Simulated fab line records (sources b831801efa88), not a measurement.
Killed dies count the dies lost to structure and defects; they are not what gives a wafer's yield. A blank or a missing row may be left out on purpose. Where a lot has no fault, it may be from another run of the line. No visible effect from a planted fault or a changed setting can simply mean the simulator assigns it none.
A single fault, viewed from 2 desks | flow sky130 | only its own numbers are on each desk; what lay behind them is given at the end

FOR THE TOOL OWNER'S DESK: litho track-01
SKY_LOCAL_INTERCONNECT_PEB_09, tool's own readings: per-lot mean of the sampled wafers with a number, covering each lot this tool ran. Marked OUT: a lot whose mean sits more than 4 standard deviations from the usual mean, which makes it out of limits; the brackets give that distance.
Columns: A = exhaust pa at SKY_LOCAL_INTERCONNECT_PEB_09, usual 45.1 Pa
lot  | first seen here | A
L722 | day 36 11:00    | 43.4
L727 | day 38 05:00    | 45.0
This desk's verdict: no lot among the 2 shows anything out of limits.

AT THE METROLOGY DESK
What the gauges read, lot by lot, whatever tool the lot ran on: means of the sampled wafers that have a number. Marked OUT: a lot whose mean sits more than 4 standard deviations from the usual mean, which makes it out of limits; the brackets give that distance.
Columns: A = cd nm at SKY_LI_CONTACT_CD_MEAS_12, usual 170.1 nm
lot  | first seen here | A
L704 | day 28 16:34    | 170.4
L705 | day 29 12:40    | 166.9
L707 | day 30 09:02    | 171.3
L711 | day 31 12:11    | 171.4
L712 | day 31 18:26    | 168.5
L713 | day 32 03:26    | 169.8
L718 | day 33 22:56    | 170.8
L719 | day 34 09:14    | 168.8
L720 | day 34 12:35    | 170.7
L721 | day 34 22:08    | 170.0
L722 | day 35 07:31    | 170.8
L724 | day 35 19:01    | 172.4
L725 | day 36 00:44    | 171.4
L726 | day 36 06:20    | 170.1
L727 | day 37 03:25    | 171.0
This desk's verdict: no lot among the 15 shows anything out of limits.

TAKEN TOGETHER
Nothing out of limits was seen by the tool owner's desk.
Nothing out of limits was seen by the metrology desk.

WHAT THE SIMULATOR HAD PUT IN
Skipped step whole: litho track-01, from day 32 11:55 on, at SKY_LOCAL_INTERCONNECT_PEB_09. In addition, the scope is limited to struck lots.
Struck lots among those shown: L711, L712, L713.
